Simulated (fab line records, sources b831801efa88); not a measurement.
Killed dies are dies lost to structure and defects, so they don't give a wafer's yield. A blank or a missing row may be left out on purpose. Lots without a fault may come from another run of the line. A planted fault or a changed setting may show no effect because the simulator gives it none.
fab line records | flow sky130 | part 1 of 2: steps 1 to 26 of 42
record lots=5 wafers=15 last_day=50
route steps=708 shown FIELD_ISO@7 NWELL@32 DNWELL@35 PWDE@45
lots that met no fault: from a run of the same line without faults
start_h: hours from the record's first day to the start of the lot's first wafer shown | wait_h: hours since the lot's step before | " the same as in the row above | L1.1+2: a row that stands for several wafers | - no value, or no start given | * or withheld: withheld | < > ~ a bound
route shown NAME@n: a module of which the file shows steps, and the number in the route of the first | usual: mean/standard deviation of fault-free wafers | same: alike in all rows | chamber/n: place in a boat | sites: the reading at each site | _std_site: their standard deviation | _edge_site: outer sites' mean less inner sites' | radius_mm: how far each site lies from the wafer's centre | mask NAME#n: copy n | behind: the tool/chamber that last shaped the wafer | hold: why the lot was held/for how many hours/how that ended | device: the transistor (n, p or np) that didn't switch | end of line: the same wafers' tests at the end of the route | a step without rows: its recipe alone | killed: dies lost to structure and defects at the first sort, not the wafer's yield | map: a wafer's dies, x killed, . not, _ none there
set.NAME: the setting as run; set.NAME@STEP: as run at that earlier step | model.NAME: the simulator's own value behind a step, which no gauge read
lots at some steps of the route; a table a step, a row a wafer
services: from which hour (start_h, from the record's first day; less than 0 if before it) a tool's chamber was out of use, for how many hours, and why
## steps
# step SKY_FIELD_ISO_HMDS_06
# recipe prime_time_s=60 prime_temp_c=120
# columns lot.wafer tool chamber start_h wait_h
L075.1+2+6 litho_track-01 0 25.49 0.1
L081.1+3+4 litho_track-03 0 57.89 0.1
L083.1+2+5 litho_track-02 0 66.64 0.1
L087.2+4+5 litho_track-01 0 86.91 0.1
L097.1+3+4 litho_track-03 0 144.69 0.1
# step SKY_FIELD_ISO_COAT_07
# recipe resist=BARC temp_c=withheld time_s=withheld spin_rpm=3000 resist_thk_nm=60
# columns lot.wafer tool chamber start_h wait_h
L075.1+2+6 litho_track-01 0 25.64 0.1
L081.1+3+4 litho_track-03 0 58.04 0.1
L083.1+2+5 litho_track-02 0 66.79 0.1
L087.2+4+5 litho_track-01 0 87.06 0.1
L097.1+3+4 litho_track-03 0 144.84 0.1
# step SKY_FIELD_ISO_COAT_08
# recipe resist=KrF-thick spin_rpm=3000 resist_thk_nm=450
# columns lot.wafer tool chamber start_h wait_h
L075.1+2+6 litho_track-01 0 - -
L081.1+3+4 litho_track-03 0 - -
L083.1+2+5 litho_track-02 0 - -
L087.2+4+5 litho_track-01 0 - -
L097.1+3+4 litho_track-03 0 - -
# step SKY_FIELD_ISO_SOFTBAKE_09
# recipe temp_c=100 time_s=90 resist=KrF-thick
# columns lot.wafer tool chamber start_h wait_h
L075.1+2+6 litho_track-01 0 - -
L081.1+3+4 litho_track-03 0 - -
L083.1+2+5 litho_track-02 0 - -
L087.2+4+5 litho_track-01 0 - -
L097.1+3+4 litho_track-03 0 - -
# step SKY_FIELD_ISO_EXPOSE_10
# recipe mask_id=FOM na=0.68 source_shape=annular sigma_inner=0.4 sigma_outer=0.8 target_cd_nm=150 dose_mj=28
# usual reticle_temp_C=23.01/0.11
# columns lot.wafer tool chamber start_h wait_h mask reticle_temp_C
L075.1 krf_scanner-01 0 - - FOM#0 22.99
L075.2 " 0 " " FOM#0 22.99
L075.6 " 0 " " FOM#0 23.00
L081.1 krf_scanner-01 0 - - FOM#0 22.84
L081.3 " 0 " " FOM#0 22.84
L081.4 " 0 " " FOM#0 22.86
L083.1 krf_scanner-01 0 - - FOM#0 23.06
L083.2 " 0 " " FOM#0 23.17
L083.5 " 0 " " FOM#0 22.95
L087.2 krf_scanner-02 0 - - FOM#0 23.10
L087.4 " 0 " " FOM#0 23.12
L087.5 " 0 " " FOM#0 22.95
L097.1 krf_scanner-02 0 - - FOM#0 23.05
L097.3 " 0 " " FOM#0 22.88
L097.4 " 0 " " FOM#0 22.98
# step SKY_FIELD_ISO_PEB_11
# recipe peb_temp_c=withheld peb_time_s=withheld resist=KrF-thick
# columns lot.wafer tool chamber start_h wait_h
L075.1+2+6 litho_track-02 0 - -
L081.1+3+4 litho_track-03 0 - -
L083.1+2+5 litho_track-03 0 - -
L087.2+4+5 litho_track-01 0 - -
L097.1+3+4 litho_track-03 0 - -
# step SKY_FIELD_ISO_DEVELOP_12
# recipe develop_time_s=60 resist=KrF-thick dev_temp_c=21
# columns lot.wafer tool chamber start_h wait_h
L075.1+2+6 litho_track-02 0 - -
L081.1+3+4 litho_track-03 0 - -
L083.1+2+5 litho_track-03 0 - -
L087.2+4+5 litho_track-01 0 - -
L097.1+3+4 litho_track-03 0 - -
# step SKY_FIELD_ISO_CD_MEAS_13
# recipe target_cd_nm=150
# usual cd_nm=149.7/1.5
# columns lot.wafer tool chamber start_h wait_h cd_nm
L075.1 cd_sem-01 - 38.50 - 149.2
L075.2 " - " " 147.4
L075.6 " - " " 149.2
L081.1 cd_sem-02 - 66.19 - 150.5
L081.3 " - " " 153.1
L081.4 " - " " 151.7
L083.1 cd_sem-01 - 75.39 - 149.4
L083.2 " - " " 149.5
L083.5 " - " " 149.7
L087.2 cd_sem-02 - 96.06 - 148.5
L087.4 " - " " 148.2
L087.5 " - " " 148.5
L097.1 cd_sem-02 - 155.09 - 151.4
L097.3 " - " " 152.1
L097.4 " - " " 150.6
# step SKY_FIELD_ISO_ETCH_14
# recipe chemistry=N2/H2 target=BARC ion_energy_ev=200 source_w=500 bias_w=100 pressure_mtorr=30 n2_flow_sccm=100 h2_flow_sccm=200 stop_on=SiO2 time_s=45.9 target_depth_a=600
# usual drypump_motor_current_A=5.8/0.5 oes_product_au=0.855/0.004 throttle_valve_pct=13.226/0.009
# columns lot.wafer tool chamber start_h wait_h drypump_motor_current_A oes_product_au rf_hours_counter_h throttle_valve_pct
L075.1 rie_diel-01 0 38.62 0.1 5.8 0.863 4 13.211
L075.2 " 3 " " 6.4 0.851 136 13.223
L075.6 " 2 " " 6.2 0.859 - 13.227
L081.1 rie_diel-04 1 66.31 0.1 6.3 0.849 5 13.219
L081.3 " 0 " " 5.1 0.854 94 13.216
L081.4 " 3 " " 5.2 0.860 - 13.216
L083.1 rie_diel-02 1 75.51 0.1 4.9 0.857 146 13.230
L083.2 " 0 " " 6.1 0.858 96 13.215
L083.5 " 2 " " 5.9 0.863 - 13.236
L087.2 rie_diel-01 2 96.16 0.1 6.2 0.862 70 13.225
L087.4 " 1 " " 5.4 0.855 3 13.219
L087.5 " 1 " " 5.3 0.855 - 13.229
L097.1 rie_diel-01 0 155.21 0.1 5.9 0.851 6 13.236
L097.3 " 1 " " 5.4 0.854 4 13.220
L097.4 " 2 " " 6.2 0.853 70 13.230
# step SKY_FIELD_ISO_ETCH_15
# recipe chemistry=CHF3/O2 target_depth_nm=180 stop_on=Si source_w=600 bias_w=200 pressure_mtorr=40 chf3_flow_sccm=50 O2_flow_sccm=5 time_s=72
# usual drypump_motor_current_A=5.8/0.5 oes_product_au=0.943/0.0061 throttle_valve_pct=8.843/0.0093
# columns lot.wafer tool chamber start_h wait_h drypump_motor_current_A oes_product_au rf_hours_counter_h throttle_valve_pct
L075.1 rie_diel-01 0 38.66 0.0 5.9 0.943 5 8.838
L075.2 " 3 " " 6.5 0.934 136 8.831
L075.6 " 2 " " 6.2 0.938 - 8.837
L081.1 rie_diel-04 1 66.35 0.0 6.2 0.940 5 8.838
L081.3 " 0 " " 5.1 0.941 94 8.840
L081.4 " 3 " " 5.1 0.940 - 8.855
L083.1 rie_diel-02 1 75.55 0.0 4.9 0.948 146 8.860
L083.2 " 0 " " 6.1 0.951 96 8.835
L083.5 " 2 " " 5.8 0.945 - 8.846
L087.2 rie_diel-01 2 96.20 0.0 6.2 0.940 70 8.838
L087.4 " 1 " " 5.4 0.943 3 8.857
L087.5 " 1 " " 5.3 0.958 - 8.858
L097.1 rie_diel-01 0 155.25 0.0 5.9 0.948 6 8.847
L097.3 " 1 " " 5.3 0.949 4 8.845
L097.4 " 2 " " 6.2 0.940 70 8.856
# step SKY_FIELD_ISO_STRIP_16
# recipe chemistry=O2/N2 power_w=1400 pressure_mtorr=1500 platen_temp_c=withheld o2_flow_sccm=3000 n2_flow_sccm=300 overash_fraction=0.5
# usual drypump_motor_current_A=5.6/0.39 oes_product_au=0.378/0.0047 strip_time_to_endpoint_s=3.54/0.039
# columns lot.wafer tool chamber start_h wait_h drypump_motor_current_A oes_product_au rf_hours_counter_h strip_time_to_endpoint_s
L075.1 plasma_asher-02 0 38.72 0.0 5.6 0.376 34 3.53
L075.2 " 1 " " 5.1 0.384 34 3.62
L075.6 " 1 " " 5.1 0.381 - 3.57
L081.1 plasma_asher-02 1 66.41 0.0 5.1 0.380 37 3.60
L081.3 " 1 " " 5.1 0.370 - 3.52
L081.4 " 0 " " 5.6 0.374 - 3.57
L083.1 plasma_asher-04 1 75.61 0.0 5.2 0.376 41 3.47
L083.2 " 0 " " 6.3 0.376 41 3.57
L083.5 " 1 " " 5.2 0.378 - 3.50
L087.2 plasma_asher-01 0 96.26 0.0 5.4 0.381 29 3.54
L087.4 " 1 " " 5.8 0.375 - 3.56
L087.5 " 1 " " 5.8 0.380 - 3.59
L097.1 plasma_asher-01 1 155.31 0.0 5.8 0.379 37 3.56
L097.3 " 1 " " 5.8 0.370 - 3.57
L097.4 " 0 " " 5.5 0.379 - 3.54
# step SKY_FIELD_ISO_ETCH_17
# recipe target_depth_a=3420 mask_material=Si3N4 chemistry=HBr/Cl2/O2 target=Si taper_deg=5 icp_w=600 bias_w=150 pressure_mtorr=15 HBr_flow_sccm=150 Cl2_flow_sccm=40 O2_flow_sccm=6 time_s=97.7
# usual drypump_motor_current_A=5.6/0.46 oes_product_au=1.002/0.0099 throttle_valve_pct=25.654/0.011
# columns lot.wafer tool chamber start_h wait_h drypump_motor_current_A oes_product_au rf_hours_counter_h throttle_valve_pct
L075.1 rie_si-01 1 38.82 0.1 5.8 0.992 110 25.662
L075.2 " 3 " " 6.4 0.991 106 25.682
L075.6 " 0 " " 5.0 0.992 - 25.669
L081.1 rie_si-01 1 66.51 0.1 5.8 0.993 110 25.645
L081.3 " 0 " " 5.0 1.003 70 25.661
L081.4 " 3 " " 6.4 1.005 - 25.650
L083.1 rie_si-01 2 75.71 0.1 5.4 1.011 116 25.663
L083.2 " 0 " " 5.0 1.007 70 25.637
L083.5 " 2 " " 5.4 1.020 - 25.642
L087.2 rie_si-01 0 96.36 0.1 5.0 0.993 71 25.672
L087.4 " 3 " " 6.4 0.997 107 25.667
L087.5 " 0 " " 5.0 1.002 - 25.654
L097.1 rie_si-01 1 155.41 0.1 5.8 1.000 111 25.663
L097.3 " 3 " " 6.4 0.997 107 25.656
L097.4 " 2 " " 5.4 1.014 117 25.655
# step SKY_FIELD_ISO_WET_ETCH_18
# recipe chemistry=H3PO4 target_depth_nm=25 temp_c=160 target=Si3N4 time_s=286
# usual bath_guard_temp_C=160.2/0.49 temp_c=160.00/0.13
# columns lot.wafer tool chamber start_h wait_h bath_guard_temp_C temp_c
L075.1 wet_bench-03 1 38.95 0.1 159.5 160.15
L075.2 " 1 " " 159.4 160.12
L075.6 " 1 " " 159.6 160.30
L081.1 wet_bench-03 3 66.58 0.0 160.2 159.78
L081.3 " 3 " " 160.1 160.10
L081.4 " 3 " " 160.2 160.17
L083.1 wet_bench-03 2 75.78 0.0 159.6 159.99
L083.2 " 2 " " 160.0 160.03
L083.5 " 2 " " 159.8 159.87
L087.2 wet_bench-02 1 96.43 0.0 160.4 160.02
L087.4 " 1 " " 160.3 159.79
L087.5 " 1 " " 160.3 159.99
L097.1 wet_bench-01 0 155.48 0.0 159.4 160.01
L097.3 " 0 " " 159.1 159.93
L097.4 " 0 " " 159.2 160.10
# step SKY_FIELD_ISO_CLEAN_19
# recipe chemistry=SC1/SC2 mix=1:4:20 temp_c=70 time_s=150
# usual bath_guard_temp_C=70.0/0.32 temp_c=69.99/0.11
# columns lot.wafer tool chamber start_h wait_h bath_guard_temp_C temp_c
L075.1 wet_bench-03 1 39.03 0.0 69.6 69.90
L075.2 " 1 " " 69.7 70.07
L075.6 " 1 " " 69.7 70.19
L081.1 wet_bench-02 3 66.67 0.0 69.7 70.02
L081.3 " 3 " " 69.8 70.12
L081.4 " 3 " " 70.0 70.10
L083.1 wet_bench-02 0 75.87 0.0 70.2 70.06
L083.2 " 0 " " 70.2 70.15
L083.5 " 0 " " 69.7 70.02
L087.2 wet_bench-03 3 96.52 0.0 70.1 69.90
L087.4 " 3 " " 70.0 70.01
L087.5 " 3 " " 70.2 69.87
L097.1 wet_bench-02 3 155.58 0.0 70.1 70.05
L097.3 " 3 " " 70.0 70.00
L097.4 " 3 " " 70.1 69.95
# step SKY_FIELD_ISO_CLEAN_20
# recipe chemistry=dHF time_s=20 dilution=100:1
# columns lot.wafer tool chamber start_h wait_h
L075.1+2+6 wet_bench-03 3 39.08 0.0
L081.1+3+4 wet_bench-01 2 66.72 0.0
L083.1+2+5 wet_bench-03 1 75.92 0.0
L087.2+4+5 wet_bench-02 1 96.57 0.0
L097.1+3+4 wet_bench-03 3 155.69 0.0
# step SKY_FIELD_ISO_WET_ETCH_21
# recipe chemistry=dHF dilution=100:1 target_depth_nm=20 dry=ipa_marangoni target=SiO2 temp_c=25 time_s=400
# usual temp_c=25.02/0.12
# columns lot.wafer tool chamber start_h wait_h temp_c
L075.1 wet_bench-03 2 39.10 0.0 24.92
L075.2 " 2 " " 24.97
L075.6 " 2 " " 24.88
L081.1 wet_bench-03 1 66.74 0.0 24.87
L081.3 " 1 " " 25.07
L081.4 " 1 " " 24.98
L083.1 wet_bench-02 3 75.93 0.0 24.91
L083.2 " 3 " " 24.81
L083.5 " 3 " " 24.77
L087.2 wet_bench-03 3 96.58 0.0 25.09
L087.4 " 3 " " 24.92
L087.5 " 3 " " 24.96
L097.1 wet_bench-02 3 155.70 0.0 25.13
L097.3 " 3 " " 25.22
L097.4 " 3 " " 25.23
# step SKY_FIELD_ISO_OXIDATION_22
# recipe temp_c=950 ambient=O2 stabilise_s=600 purge_s=300 target_thk_a=100 ox_time_s=623
# columns lot.wafer tool chamber start_h wait_h
L075.1+2+6 furnace-02 0 41.71 2.5
L081.1+3+4 furnace-02 0 67.21 0.4
L083.1+2+5 furnace-01 0 76.63 0.6
L087.2+4+5 furnace-02 0 96.70 0.0
L097.1+3+4 furnace-01 0 156.06 0.1
# step SKY_FIELD_ISO_THK_MEAS_23
# recipe reads=SiO2_of_FIELD_ISO_OXIDATION_22
# usual FIELD_ISO_OXIDATION_01_THK=9.96/0.23
# columns lot.wafer tool chamber start_h wait_h FIELD_ISO_OXIDATION_01_THK[nm]
L075.1 film_metro-03 - 42.89 0.0 9.65
L075.2 " - " " 9.59
L075.6 " - " " 9.72
L081.1 film_metro-04 - 68.38 0.0 9.91
L081.3 " - " " 9.75
L081.4 " - " " 9.80
L083.1 film_metro-01 - 77.81 0.0 9.87
L083.2 " - " " 10.01
L083.5 " - " " 10.02
L087.2 film_metro-01 - 97.88 0.0 10.27
L087.4 " - " " 10.05
L087.5 " - " " 10.03
L097.1 film_metro-03 - 157.24 0.0 9.93
L097.3 " - " " 10.11
L097.4 " - " " 9.94
# step SKY_FIELD_ISO_CVD_24
# recipe material=SiO2 target_thk_nm=595 temp_c=650 sigma_open_frac=0.3 time_s=99.2 sih4_flow_sccm=60 pressure_mtorr=6
# columns lot.wafer tool chamber start_h wait_h
L075.1+2+6 hdpcvd-02 2,0,1 42.95 0.1
L081.1+3+4 hdpcvd-02 0,2,0 68.44 0.1
L083.1+2+5 hdpcvd-02 0,1,2 77.86 0.1
L087.2+4+5 hdpcvd-02 0,2,0 97.93 0.0
L097.1+3+4 hdpcvd-02 2,0,1 157.30 0.1
# step SKY_FIELD_ISO_THK_MEAS_25
# recipe reads=SiO2_of_FIELD_ISO_CVD_24
# usual FIELD_ISO_CVD_24_THK=592/5.8
# columns lot.wafer tool chamber start_h wait_h FIELD_ISO_CVD_24_THK[nm]
L075.1 film_metro-04 - 43.02 0.0 588
L075.2 " - " " 581
L075.6 " - " " 591
L081.1 film_metro-01 - 68.51 0.0 591
L081.3 " - " " 599
L081.4 " - " " 592
L083.1 film_metro-03 - 77.94 0.0 581
L083.2 " - " " 582
L083.5 " - " " 586
L087.2 film_metro-03 - 98.01 0.0 596
L087.4 " - " " 593
L087.5 " - " " 594
L097.1 film_metro-01 - 157.37 0.0 601
L097.3 " - " " 601
L097.4 " - " " 602
# step SKY_FIELD_ISO_ANNEAL_26
# recipe temp_c=1000 time_s=1800 ambient=N2
# columns lot.wafer tool chamber start_h wait_h
L075.1+2+6 furnace-01 0 45.75 2.7
L081.1+3+4 furnace-01 0 68.57 0.1
L083.1+2+5 furnace-01 0 78.00 0.1
L087.2+4+5 furnace-02 0 98.06 0.0
L097.1+3+4 furnace-01 0 157.43 0.1
# step SKY_FIELD_ISO_CMP_27
# recipe stop_on=Si3N4 t_overpolish_s=16 down_force_psi=4 platen_rpm=60 target_thk_nm=457.8 pad_velocity_m_s=0.94248
# usual motor_current_A=12.3/1 overpolish_run_s=16.001/0.0096 slurry_filter_dp_kPa=13.49/0.15 time_to_endpoint_s=112/4.2
# columns lot.wafer tool chamber start_h wait_h motor_current_A overpolish_run_s slurry_filter_dp_kPa time_to_endpoint_s
L075.2 cmp-01 0 47.25 0.0 11.5 16.008 13.66 117
L075.1 " 1 " " 12.7 16.002 13.51 119
L075.6 " 1 " " 13.2 15.994 13.73 117
L081.4 cmp-01 3 70.12 0.1 11.2 15.999 13.26 107
L081.3 " 0 " " 12.1 16.018 13.80 113
L081.1 " 1 " " 13.7 15.996 13.52 112
L083.2 cmp-02 3 79.50 0.0 13.5 15.991 13.34 113
L083.1 " 2 " " 11.2 15.990 13.79 120
L083.5 " 0 " " 11.1 15.997 13.51 110
L087.4 cmp-02 2 99.56 0.0 11.3 16.013 13.51 118
L087.2 " 1 " " 13.5 16.000 13.64 120
L087.5 " 3 " " 13.9 15.985 13.65 115
L097.4 cmp-01 3 159.28 0.3 11.8 15.999 13.67 109
L097.1 " 0 " " 11.6 16.002 13.61 117
L097.3 " 1 " " 13.6 15.997 13.42 114
# step SKY_FIELD_ISO_WET_ETCH_28
# recipe chemistry=dHF target_depth_nm=23.7 target=SiO2 dilution=10:1 temp_c=25 time_s=47
# usual temp_c=24.99/0.12
# columns lot.wafer tool chamber start_h wait_h temp_c
L075.1 wet_bench-02 3 47.55 0.2 24.94
L075.2 " 3 " " 24.99
L075.6 " 3 " " 25.05
L081.1 wet_bench-02 2 70.37 0.1 24.97
L081.3 " 2 " " 25.03
L081.4 " 2 " " 24.83
L083.1 wet_bench-03 0 79.80 0.1 25.12
L083.2 " 0 " " 25.04
L083.5 " 0 " " 25.09
L087.2 wet_bench-01 0 99.86 0.1 24.80
L087.4 " 0 " " 24.71
L087.5 " 0 " " 24.81
L097.1 wet_bench-02 3 159.53 0.1 25.13
L097.3 " 3 " " 25.18
L097.4 " 3 " " 25.34
# step SKY_FIELD_ISO_WET_ETCH_29
# recipe chemistry=H3PO4 target_depth_nm=160 target=Si3N4 temp_c=160 time_s=1825
# usual bath_guard_temp_C=160.1/0.49 temp_c=159.99/0.16
# columns lot.wafer tool chamber start_h wait_h bath_guard_temp_C temp_c
L075.1 wet_bench-01 3 47.57 0.0 160.9 160.18
L075.2 " 3 " " 160.8 160.14
L075.6 " 3 " " 161.0 160.31
L081.1 wet_bench-03 2 70.39 0.0 159.8 160.21
L081.3 " 2 " " 159.7 160.11
L081.4 " 2 " " 159.7 160.02
L083.1 wet_bench-01 2 79.82 0.0 160.1 159.92
L083.2 " 2 " " 160.5 159.82
L083.5 " 2 " " 160.5 159.71
L087.2 wet_bench-03 0 99.91 0.0 159.5 160.05
L087.4 " 0 " " 159.9 159.70
L087.5 " 0 " " 159.6 159.96
L097.1 wet_bench-02 3 159.55 0.0 159.7 160.05
L097.3 " 3 " " 160.1 159.89
L097.4 " 3 " " 159.9 160.32
# step SKY_FIELD_ISO_WET_ETCH_30
# recipe chemistry=dHF target_depth_nm=25 target=SiO2 dilution=10:1 temp_c=25 time_s=50
# usual temp_c=24.96/0.11
# columns lot.wafer tool chamber start_h wait_h temp_c
L075.1 wet_bench-03 3 48.09 0.0 25.04
L075.2 " 3 " " 24.96
L075.6 " 3 " " 25.17
L081.1 wet_bench-02 0 70.91 0.0 24.93
L081.3 " 0 " " 24.92
L081.4 " 0 " " 24.91
L083.1 wet_bench-03 0 80.33 0.0 24.93
L083.2 " 0 " " 24.98
L083.5 " 0 " " 25.05
L087.2 wet_bench-01 1 100.43 0.0 24.94
L087.4 " 1 " " 25.01
L087.5 " 1 " " 24.99
L097.1 wet_bench-03 1 160.11 0.0 24.97
L097.3 " 1 " " 25.00
L097.4 " 1 " " 25.11
# step SKY_NWELL_CLEAN_00
# recipe chemistry=SC1/SC2 mix=1:4:20 temp_c=70 time_s=150 dry=n2_spin
# usual bath_guard_temp_C=70.2/0.44 temp_c=69.98/0.12
# columns lot.wafer tool chamber start_h wait_h bath_guard_temp_C temp_c
L075.1 wet_bench-02 1 48.11 0.0 70.4 70.03
L075.2 " 1 " " 70.1 70.15
L075.6 " 1 " " 70.4 70.05
L081.1 wet_bench-01 3 70.93 0.0 70.6 70.01
L081.3 " 3 " " 71.1 69.83
L081.4 " 3 " " 71.1 70.05
L083.1 wet_bench-02 3 80.36 0.0 70.2 69.93
L083.2 " 3 " " 70.0 69.98
L083.5 " 3 " " 70.1 69.95
L087.2 wet_bench-03 1 100.48 0.0 70.0 70.03
L087.4 " 1 " " 69.9 69.96
L087.5 " 1 " " 69.5 69.98
L097.1 wet_bench-02 1 160.13 0.0 70.2 69.78
L097.3 " 1 " " 70.2 69.80
L097.4 " 1 " " 70.4 70.00
